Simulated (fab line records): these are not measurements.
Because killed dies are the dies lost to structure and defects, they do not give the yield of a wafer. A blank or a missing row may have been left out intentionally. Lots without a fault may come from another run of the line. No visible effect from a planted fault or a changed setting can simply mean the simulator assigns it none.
Check for tools in common / flow gf180mcu / 42 wafers sampled across 14 lots

## WHY IT WAS OPENED
At GF_POLY_GATE_THK_MEAS_01 the reading POLY_GATE_CVD_00_THK is flagged on 3 of 14 lots. No-fault wafers: 198.3 nm, standard deviation 1.9.
Rule: a lot is flagged when every wafer of it that has a number lies more than 4 standard deviations from that mean, or none has a number. The other lots count as sound.

lot=L214; measured=day 8 19:54; on=film_metro-03; POLY_GATE_CVD_00_THK (nm), wafer by wafer=197.5 199.3 197.7; flag=
lot=L215; measured=day 9 02:55; on=film_metro-03; POLY_GATE_CVD_00_THK (nm), wafer by wafer=198.7 198.1 199.8; flag=
lot=L216; measured=day 9 11:30; on=film_metro-01; POLY_GATE_CVD_00_THK (nm), wafer by wafer=395.3 394.4 395.1; flag=FLAGGED
lot=L217; measured=day 9 19:30; on=film_metro-03; POLY_GATE_CVD_00_THK (nm), wafer by wafer=194.7 194.8 196.5; flag=
lot=L218; measured=day 10 02:05; on=film_metro-02; POLY_GATE_CVD_00_THK (nm), wafer by wafer=400.5 395.9 400.6; flag=FLAGGED
lot=L221; measured=day 11 03:51; on=film_metro-02; POLY_GATE_CVD_00_THK (nm), wafer by wafer=200.5 199.5 200.5; flag=
lot=L222; measured=day 12 00:59; on=film_metro-03; POLY_GATE_CVD_00_THK (nm), wafer by wafer=396.4 397.6 396.7; flag=FLAGGED
lot=L226; measured=day 12 15:46; on=film_metro-03; POLY_GATE_CVD_00_THK (nm), wafer by wafer=198.6 198.1 197.4; flag=
lot=L227; measured=day 12 22:58; on=film_metro-01; POLY_GATE_CVD_00_THK (nm), wafer by wafer=197.1 198.3 198.0; flag=
lot=L228; measured=day 12 22:58; on=film_metro-02; POLY_GATE_CVD_00_THK (nm), wafer by wafer=197.5 196.9 196.7; flag=
lot=L229; measured=day 13 13:10; on=film_metro-02; POLY_GATE_CVD_00_THK (nm), wafer by wafer=200.2 200.1 200.5; flag=
lot=L231; measured=day 13 16:41; on=film_metro-03; POLY_GATE_CVD_00_THK (nm), wafer by wafer=195.4 196.4 197.0; flag=
lot=L234; measured=day 14 15:46; on=film_metro-02; POLY_GATE_CVD_00_THK (nm), wafer by wafer=196.6 200.2 197.7; flag=
lot=L235; measured=day 15 02:44; on=film_metro-01; POLY_GATE_CVD_00_THK (nm), wafer by wafer=198.8 199.0 198.9; flag=
On average the flagged lots read 396.9 nm, which is +198.6 nm against the usual, or +99 or more standard deviations.

## WHICH TOOL EACH LOT WENT THROUGH
The record keeps 1 process step preceding the reading, out of 602 steps on the route. Cell contents, in order: the tool; ch with the chambers the sampled wafers went through; the start.
lot=L214; flag=; GF_POLY_GATE_CVD_00=lpcvd-02 ch 1, day 8 18:33
lot=L215; flag=; GF_POLY_GATE_CVD_00=lpcvd-01 ch 0, day 9 01:34
lot=L216; flag=FLAGGED; GF_POLY_GATE_CVD_00=lpcvd-01 ch 1, day 9 08:12 and lpcvd-02 ch 1, day 9 10:10
lot=L217; flag=; GF_POLY_GATE_CVD_00=lpcvd-02 ch 1, day 9 18:10
lot=L218; flag=FLAGGED; GF_POLY_GATE_CVD_00=lpcvd-02 ch 0, day 9 23:12
lot=L221; flag=; GF_POLY_GATE_CVD_00=lpcvd-02 ch 1, day 11 02:31
lot=L222; flag=FLAGGED; GF_POLY_GATE_CVD_00=lpcvd-01 ch 1, day 11 19:05 and lpcvd-02 ch 1, day 11 23:38
lot=L226; flag=; GF_POLY_GATE_CVD_00=lpcvd-02 ch 0, day 12 13:46
lot=L227; flag=; GF_POLY_GATE_CVD_00=lpcvd-02 ch 0, day 12 20:58
lot=L228; flag=; GF_POLY_GATE_CVD_00=lpcvd-02 ch 1, day 12 20:58
lot=L229; flag=; GF_POLY_GATE_CVD_00=lpcvd-02 ch 0, day 13 11:49
lot=L231; flag=; GF_POLY_GATE_CVD_00=lpcvd-01 ch 1, day 13 15:19
lot=L234; flag=; GF_POLY_GATE_CVD_00=lpcvd-02 ch 0, day 14 14:25
lot=L235; flag=; GF_POLY_GATE_CVD_00=lpcvd-01 ch 0, day 15 01:23
What is done by these steps:
- GF_POLY_GATE_CVD_00: deposits poly-Si, target thk 200 nm, time 1200 s.
- GF_POLY_GATE_THK_MEAS_01

## FLAGGED OVER TOTAL, TOOL BY TOOL (the gauges that took the reading come last)
step=GF_POLY_GATE_CVD_00; tool=lpcvd-01; lots run=5; flagged=2; share of the flagged lots=some; sound lots run after its first flagged lot=2 (L231,L235)
step=GF_POLY_GATE_CVD_00; tool=lpcvd-02; lots run=11; flagged=3; share of the flagged lots=all; sound lots run after its first flagged lot=7 (L217,L221,L226,L227,L228,L229,L234)
step=GF_POLY_GATE_THK_MEAS_01; tool=film_metro-01; lots run=3; flagged=1; share of the flagged lots=some; sound lots run after its first flagged lot=2 (L227,L235)
step=GF_POLY_GATE_THK_MEAS_01; tool=film_metro-02; lots run=5; flagged=1; share of the flagged lots=some; sound lots run after its first flagged lot=4 (L221,L228,L229,L234)
step=GF_POLY_GATE_THK_MEAS_01; tool=film_metro-03; lots run=6; flagged=1; share of the flagged lots=some; sound lots run after its first flagged lot=2 (L226,L231)

## THE TABLE: WHAT IT ALLOWS
1 row of the table ran every flagged lot: lpcvd-02 at GF_POLY_GATE_CVD_00.
- lpcvd-02 at GF_POLY_GATE_CVD_00 ran 11 lots, 3 of them flagged. Sound lots ran on it after the first flagged one (L217, L221, L226, L227, L228, L229, L234), which a lasting fault on the whole tool wouldn't allow.
There is no row in the table that ran each flagged lot and no sound lot after the first.

## WHAT HAD BEEN PUT IN BY THE SIMULATOR
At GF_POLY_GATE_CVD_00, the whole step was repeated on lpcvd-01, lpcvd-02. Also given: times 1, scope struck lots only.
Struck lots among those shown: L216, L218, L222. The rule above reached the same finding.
